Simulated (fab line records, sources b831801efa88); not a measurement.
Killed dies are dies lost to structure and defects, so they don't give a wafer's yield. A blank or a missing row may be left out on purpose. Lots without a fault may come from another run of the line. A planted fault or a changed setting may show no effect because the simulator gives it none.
A struck lot beside a sound one | flow sky130 | 33 steps out of a route of 708
Sound: wafers L281.1, L281.3, L281.4. Struck: wafers L287.3, L287.4, L287.6. The cause comes at the end.
At each step with rows: each side's tool, then ch and its chambers, then its first start. Under that, the readings that differ: sound wafers | struck wafers | difference of the means | sigmas: that difference in standard deviations of wafers without a fault.
alike: readings whose means differ by less than 2 such deviations, and words and numbers that are the same on both sides. not compared: withheld readings, readings that some wafer has no value for, bounds like >300 that may hide the same value, and numbers for which the record gives no deviation and whose values overlap.
The two part at a step that has a row with sigmas, a row that says differs or no value, or rows on one side only. Numbers that don't overlap but have no deviation are shown without sigmas and don't part them. A reading that every wafer of one side lacks parts them only if that side has two wafers or more.

first, 4 steps without rows for these wafers: SKY_PWDE_SOFTBAKE_03; SKY_PWDE_EXPOSE_04 (exposes mask PWDEM, target cd 840 nm); SKY_PWDE_PEB_05; SKY_PWDE_DEVELOP_06 (develop time 60 s).
SKY_PWDE_OVL_MEAS_07:
  sound on overlay-02, day 5 04:03; struck on overlay-02, day 6 10:49
  alike: PWDE_OVL
then, 1 step without rows for these wafers: SKY_PWDE_IMPLANT_08.
SKY_PWDE_STRIP_09: strips in O2/N2.
  sound on plasma_asher-04 ch 0,1, day 5 04:14; struck on plasma_asher-04 ch 0,1, day 6 11:01
  alike: chamber_pressure_mTorr, drypump_motor_current_A, oes_product_au, strip_time_to_endpoint_s
  not compared: rf_hours_counter_h
SKY_PWDE_TW_MEAS_10:
  sound on film_metro-02, day 5 04:20; struck on film_metro-02, day 6 11:07
  alike: PWDE_TW
then, 4 steps without rows for these wafers: SKY_NWELL_DEHYDRATE_03 (time 60 s); SKY_NWELL_HMDS_04 (prime time 60 s); SKY_NWELL_COAT_05 (resist thk 3000 nm); SKY_NWELL_SOFTBAKE_06.
SKY_NWELL_EXPOSE_07: exposes mask NWM, target cd 840 nm.
  sound on iline_stepper-02 ch 0, day 5 13:34; struck on iline_stepper-01 ch 0, day 6 20:35
  reading | sound             | struck                                             | difference | sigmas
  mask    | NWM#0 NWM#0 NWM#0 | NWM_COMPLEMENT#0 NWM_COMPLEMENT#0 NWM_COMPLEMENT#0 | differs    |
  alike: exposure_dose_mJ_cm2
then, 2 steps without rows for these wafers: SKY_NWELL_PEB_08; SKY_NWELL_DEVELOP_09 (develop time 60 s).
SKY_NWELL_OVL_MEAS_10:
  sound on overlay-02, day 5 21:59; struck on overlay-02, day 7 06:48
  reading           | sound       | struck | difference                    | sigmas
  NWELL_00_OVL (nm) | 0.8 1.0 0.1 | - - -  | no value on the struck wafers |
then, 3 steps without rows for these wafers: SKY_NWELL_IMPLANT_11; SKY_NWELL_IMPLANT_12; SKY_NWELL_IMPLANT_13.
SKY_NWELL_STRIP_14: strips in O2/N2.
  sound on plasma_asher-02 ch 0,1, day 5 22:28; struck on plasma_asher-04 ch 0,1, day 7 07:19
  alike: chamber_pressure_mTorr, drypump_motor_current_A, oes_product_au, strip_time_to_endpoint_s
  not compared: rf_hours_counter_h
SKY_NWELL_TW_MEAS_15:
  sound on film_metro-01, day 5 22:34; struck on film_metro-01, day 7 07:24
  reading  | sound          | struck   | difference | sigmas
  NWELL_TW | 1826 1832 1838 | 30 30 30 | -1802      | -99 or more
then, 7 steps without rows for these wafers: SKY_NWELL_DEHYDRATE_16 (time 60 s); SKY_NWELL_HMDS_17 (prime time 60 s); SKY_NWELL_COAT_18 (resist thk 3000 nm); SKY_NWELL_SOFTBAKE_19; SKY_NWELL_EXPOSE_20 (exposes mask NWM COMPLEMENT, target cd 840 nm); SKY_NWELL_PEB_21; SKY_NWELL_DEVELOP_22 (develop time 60 s).
SKY_NWELL_OVL_MEAS_23:
  sound on overlay-02, day 6 17:37; struck on overlay-02, day 8 03:57
  reading           | sound          | struck      | difference | sigmas
  NWELL_01_OVL (nm) | -1.9 -1.2 -1.6 | 1.3 3.1 3.8 | +4.3       | +3
then, 1 step without rows for these wafers: SKY_NWELL_IMPLANT_24.
SKY_NWELL_STRIP_25: strips in O2/N2.
  sound on plasma_asher-02 ch 0,1, day 6 17:48; struck on plasma_asher-01 ch 0,1, day 8 04:10
  alike: chamber_pressure_mTorr, drypump_motor_current_A, oes_product_au, strip_time_to_endpoint_s
  not compared: rf_hours_counter_h
SKY_NWELL_TW_MEAS_26:
  sound on film_metro-02, day 6 17:54; struck on film_metro-03, day 8 04:15
  reading    | sound       | struck         | difference | sigmas
  NWELL_2_TW | 498 495 496 | 1798 1802 1810 | +1307      | +99 or more
then, 1 step without rows for these wafers: SKY_NWELL_CLEAN_27 (cleans in SC1/SC2, time 150 s).

WHERE THEY PART
First at SKY_NWELL_EXPOSE_07; last, within this record, at SKY_NWELL_TW_MEAS_26.

WHY: what the simulator had put in
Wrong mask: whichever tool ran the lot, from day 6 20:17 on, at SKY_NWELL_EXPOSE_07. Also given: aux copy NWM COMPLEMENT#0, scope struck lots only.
